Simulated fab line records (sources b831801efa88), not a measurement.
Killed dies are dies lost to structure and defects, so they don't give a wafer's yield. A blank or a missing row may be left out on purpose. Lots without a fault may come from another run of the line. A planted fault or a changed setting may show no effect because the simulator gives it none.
Problem report in the 8D (eight disciplines) form, filled by code    flow sky130    the parts of the form that need people (team, actions taken, sign-off) are left out

## 1. THE PROBLEM
Wafers free of any fault read 241.6 (standard deviation 1.8) for VT_ADJUST_LVTN_TW at SKY_VT_ADJUST_LVTN_TW_MEAS_10, against a mean of 230.4 on 2 wafers of 2 lots. That is -6.2 standard deviations from the usual mean.
First seen on wafer L918.5, day 11 18:50, on film-metro-02. Wafers with a number at this step in the record: 36, from 12 lots. Rule for "out" (also "out of limits"): further than 4 standard deviations from the usual mean. All remaining wafers that have a number are taken as sound.

## 2. WHAT IT IS; WHAT IT IS NOT
question                     is                 is not
which readings at this step  VT_ADJUST_LVTN_TW  -
which lots                   L918, L920         L901, L903, L904, L906, L907, L908, L909, L910, L921, L922
which wafers of those lots   L918.5, L920.1     L918.3, L918.4, L920.2, L920.3
read on which gauges         film-metro-02      film-metro-01, film-metro-03
when                         from day 11 18:50  up to then (26 sound wafers); but 8 sound wafers of L920, L921, L922 came after

## 3. WHAT RULES OUT EACH SUSPECT
Counting: any tool at a process step up to the reading remains a suspect provided it ran every lot that is out. Sound lots after the first of them don't rule it out here, since some wafers of a struck lot are sound.
- the gauge at SKY_VT_ADJUST_LVTN_TW_MEAS_10: kept. All the wafers that are out were read on film-metro-02, and no step on other tools shows them out.
- implanter-03 at SKY_VT_ADJUST_LVTN_IMPLANT_08: kept. It ran every lot that is out, first L918 (day 11 18:37); its last sound lot up to then is L910 (day 9 07:13).
- plasma-asher-03 at SKY_VT_ADJUST_LVTN_STRIP_09 (strips in O2/N2): kept. It ran every lot that is out, first L918 (day 11 18:46); its last sound lot up to then is L910 (day 9 07:22).
implanter-03 at SKY_VT_ADJUST_LVTN_IMPLANT_08, plasma-asher-03 at SKY_VT_ADJUST_LVTN_STRIP_09 and film-metro-02 at SKY_VT_ADJUST_LVTN_TW_MEAS_10 are what is left after counting.

## 4. THE CAUSE (what the simulator had put in)
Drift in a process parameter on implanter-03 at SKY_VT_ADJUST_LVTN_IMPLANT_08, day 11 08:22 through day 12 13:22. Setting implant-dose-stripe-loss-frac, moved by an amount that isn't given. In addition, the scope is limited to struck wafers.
3 suspects survive the count, and this tool is in that group.

## 5. SEQUENCE OF EFFECTS, ordered by route
Each row: a reading where the mean over the struck wafers with a number is more than 3 standard deviations away from the usual. Only readings for which the record gives a usual standard deviation are gone through. hours: the time from each lot's start at the first step in this table that gives one to its start at this step, as a median over the lots. sigmas: the change in usual standard deviations.
hours  step                           reading            usual  on struck wafers  change  sigmas
0      SKY_VT_ADJUST_LVTN_TW_MEAS_10  VT_ADJUST_LVTN_TW  241.6  230.4             -11.2   -6.2

## 6. HOW IT WOULD HAVE BEEN CAUGHT EARLIER
Counted from the fault's start at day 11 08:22, it took 10 hours until the first out-of-limits reading at a measuring or inspecting step in this record, taken at day 11 18:50.
Of the tool readings at SKY_VT_ADJUST_LVTN_IMPLANT_08 for which the record gives a usual standard deviation, none was out on any struck wafer, so an alarm limit of 4 standard deviations on them would not have fired.
Lots out: 2; of these, L920 started SKY_VT_ADJUST_LVTN_IMPLANT_08 on implanter-03 after day 11 18:50. A tool hold placed at that time would have kept it from harm.
